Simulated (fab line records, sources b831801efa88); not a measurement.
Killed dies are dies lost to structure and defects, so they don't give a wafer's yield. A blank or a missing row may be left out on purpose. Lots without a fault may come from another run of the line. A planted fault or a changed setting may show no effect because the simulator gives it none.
Which tool did it? | flow gf180mcu | 12 lots, 36 wafers sampled, at 4 steps of a route of 602

WHAT THE GAUGES READ, wafer by wafer
GF_V4_RS_MEAS_24: measures by four-point-probe. Usual: V4_W_RS 0.328 ohm/sq, standard deviation 0.0071.
lot  | measured     | on            | V4_W_RS (ohm/sq)  | flag
L809 | day 24 20:24 | film_metro-02 | 0.318 0.322 0.321 |
L810 | day 24 22:47 | film_metro-02 | 0.318 0.322 0.318 |
L812 | day 26 01:48 | film_metro-01 | 0.325 0.317 0.315 |
L813 | day 26 03:04 | film_metro-02 | 0.318 0.329 0.316 |
L814 | day 26 20:50 | film_metro-04 | 0.335 0.329 0.332 |
L816 | day 27 03:40 | film_metro-04 | 0.328 0.330 0.330 |
L818 | day 27 22:17 | film_metro-02 | 0.335 0.335 0.337 |
L823 | day 29 11:43 | film_metro-04 | 0.314 0.317 0.326 |
L824 | day 29 21:31 | film_metro-01 | 0.312 0.325 0.324 |
L825 | day 29 21:35 | film_metro-02 | 0.333 0.330 0.334 |
L826 | day 30 03:10 | film_metro-04 | 0.327 0.316 0.326 |
L831 | day 31 11:46 | film_metro-04 | 0.334 0.336 0.333 |

GF_MIM_THK_MEAS_06. Usual: MIM_CVD_05_THK 42.1 nm, standard deviation 0.56.
lot  | measured     | on            | MIM_CVD_05_THK (nm)           | flag
L809 | day 24 21:11 | film_metro-03 | 41.6 42.4 42.4                |
L810 | day 24 23:33 | film_metro-03 | 41.5 42.2 42.6                |
L812 | day 26 02:33 | film_metro-03 | 42.0 42.2 42.9                |
L813 | day 26 03:49 | film_metro-01 | 38.0 41.9 42.0 38.0 41.9 41.9 |
L814 | day 26 21:34 | film_metro-04 | 41.7 42.1 41.9                |
L816 | day 27 04:24 | film_metro-03 | 42.1 42.8 42.3                |
L818 | day 27 23:01 | film_metro-03 | 41.8 42.4 42.3                |
L823 | day 29 12:26 | film_metro-04 | 42.5 42.2 42.9                |
L824 | day 29 22:14 | film_metro-03 | 41.6 42.3 41.7                |
L825 | day 29 22:19 | film_metro-04 | 41.8 42.2 43.0                |
L826 | day 30 03:54 | film_metro-04 | 42.1 42.9 43.2                |
L831 | day 31 12:29 | film_metro-04 | 42.7 43.3 43.2                |

WHICH TOOL RAN EACH LOT (tool, then ch and the chambers of the sampled wafers, then the start)
lot  | GF_MIM_SPUTTER_00            | GF_MIM_CVD_05
L809 | pvd_sputter-02, day 24 20:55 | pecvd-04 ch 1,2, day 24 21:08
L810 | pvd_sputter-03, day 24 23:17 | pecvd-04 ch 0,1, day 24 23:30
L812 | pvd_sputter-02, day 26 02:17 | pecvd-02 ch 1,2, day 26 02:30
L813 | pvd_sputter-01, day 26 03:32 | pecvd-02 ch 1,2, day 26 03:46
L814 | pvd_sputter-01, day 26 21:18 | pecvd-01 ch 0,2, day 26 21:31
L816 | pvd_sputter-01, day 27 04:09 | pecvd-04 ch 0,2, day 27 04:22
L818 | pvd_sputter-03, day 27 22:46 | pecvd-01 ch 0,1, day 27 22:59
L823 | pvd_sputter-03, day 29 12:10 | pecvd-01 ch 0,2, day 29 12:23
L824 | pvd_sputter-03, day 29 21:58 | pecvd-01 ch 0,2, day 29 22:11
L825 | pvd_sputter-02, day 29 22:04 | pecvd-02 ch 0,1, day 29 22:17
L826 | pvd_sputter-02, day 30 03:38 | pecvd-02 ch 1,2, day 30 03:52
L831 | pvd_sputter-03, day 31 12:14 | pecvd-02 ch 1,2, day 31 12:27
- GF_MIM_SPUTTER_00: material Ti, target thk 37.5 nm, time 150 s.
- GF_MIM_CVD_05: deposits Si3N4, target thk 42 nm, time 29.086 s.

WHAT THE TOOLS THEMSELVES READ (means of the sampled wafers that have a number; where no wafer has one, the mark that the record gives instead)
GF_MIM_SPUTTER_00. Usual: throttle_valve_pct 30.1 %, standard deviation 1.1.
lot  | tool           | throttle_valve_pct (%) | flag
L809 | pvd_sputter-02 | 30.1                   |
L810 | pvd_sputter-03 | 30.3                   |
L812 | pvd_sputter-02 | 30.5                   |
L813 | pvd_sputter-01 | 29.1                   |
L814 | pvd_sputter-01 | 29.8                   |
L816 | pvd_sputter-01 | 29.0                   |
L818 | pvd_sputter-03 | 30.4                   |
L823 | pvd_sputter-03 | 30.5                   |
L824 | pvd_sputter-03 | 30.6                   |
L825 | pvd_sputter-02 | 30.9                   |
L826 | pvd_sputter-02 | 29.4                   |
L831 | pvd_sputter-03 | 30.4                   |

GF_MIM_CVD_05. Usual: heater_power_w 669 W, standard deviation 66; run_length_s 57.0 s, standard deviation 0.57.
lot  | tool     | heater_power_w (W) | run_length_s (s) | flag
L809 | pecvd-04 | 647                | 56.9             |
L810 | pecvd-04 | 637                | 57.2             |
L812 | pecvd-02 | 686                | 57.4             |
L813 | pecvd-02 | 668                | 56.2             |
L814 | pecvd-01 | 600                | 56.5             |
L816 | pecvd-04 | 707                | 57.0             |
L818 | pecvd-01 | 675                | 56.7             |
L823 | pecvd-01 | 643                | 56.7             |
L824 | pecvd-01 | 652                | 56.4             |
L825 | pecvd-02 | 697                | 57.1             |
L826 | pecvd-02 | 669                | 57.5             |
L831 | pecvd-02 | 571                | 57.2             |

THE ANSWER, worked out from the rows above alone
Rule: a lot is off if the mean of its wafers that have a number lies more than 3 standard deviations from the usual mean. A lot without any number at a reading at which 4 lots or more have one is off too. The other lots that the step has rows for count as sound. The gauges are gone through in route order, then the tools' own readings, and for those a lot's mean is taken as printed above. The first step at which some lot is off is used, and at that step the reading that is off furthest; a lot without a number counts as furthest.
No lot is off at any reading shown: from this, nothing can be told.

WHAT THE SIMULATOR HAD PUT IN
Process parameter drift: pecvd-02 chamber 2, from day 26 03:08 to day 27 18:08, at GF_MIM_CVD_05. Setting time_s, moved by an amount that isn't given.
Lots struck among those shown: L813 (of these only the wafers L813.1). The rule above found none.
